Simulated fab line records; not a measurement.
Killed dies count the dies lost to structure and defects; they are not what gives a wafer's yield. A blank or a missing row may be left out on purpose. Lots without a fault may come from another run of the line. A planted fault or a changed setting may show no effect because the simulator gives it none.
Chamber matching + flow sky130 + SKY_VIA1_ETCH_14 on rie diel-02: 4 sister chambers
The step etches BARC in N2/H2, stops on SiO2, time 45.9 s, target depth 60 nm. 4 wafers are shown with their chamber, then 8 later ones without.

WAFERS WITH THEIR CHAMBER
| wafer  | chamber | drypump motor current A (A) |
|--------|---------|-----------------------------|
| L083.2 | 1       | 6.1                         |
| L083.5 | 3       | 5.9                         |
| L083.6 | 0       | 5.8                         |
| L086.1 | 2       | 5.4                         |

WAFERS WHOSE CHAMBER IS MISSING
| wafer  | drypump motor current A (A) |
|--------|-----------------------------|
| L086.3 | 5.8                         |
| L086.4 | 6.1                         |
| L089.2 | 6.1                         |
| L089.3 | 5.9                         |
| L089.4 | 5.8                         |
| L088.3 | 5.8                         |
| L088.4 | 5.5                         |
| L088.5 | 5.8                         |

WHICH CHAMBER EACH ONE RAN IN
| wafer  | from the rows above | in truth                   |
|--------|---------------------|----------------------------|
| L086.3 | 0                   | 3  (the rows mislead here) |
| L086.4 | 1                   | 1                          |
| L089.2 | 1                   | 1                          |
| L089.3 | 3                   | 3                          |
| L089.4 | 0                   | 0                          |
| L088.3 | 0                   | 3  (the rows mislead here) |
| L088.4 | 2                   | 2                          |
| L088.5 | 0                   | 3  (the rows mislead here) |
Correct placement for 5 of the 8. From these rows, 0 cannot be placed. Wrongly placed: 3.
How it was worked out, from the rows above alone: a wafer's distance from a chamber is the root of the sum, over the readings, of the square of ((its reading less the chamber's mean) divided by the reading's scatter). The wafer belongs to the nearest chamber; if the next one is less than 2 further off, it can't be placed. The mean given for a chamber averages the wafers shown for that chamber. The scatter (one wafer shown for each chamber): square how far every hidden wafer sits from the nearest shown wafer, average those squares and take the square root.
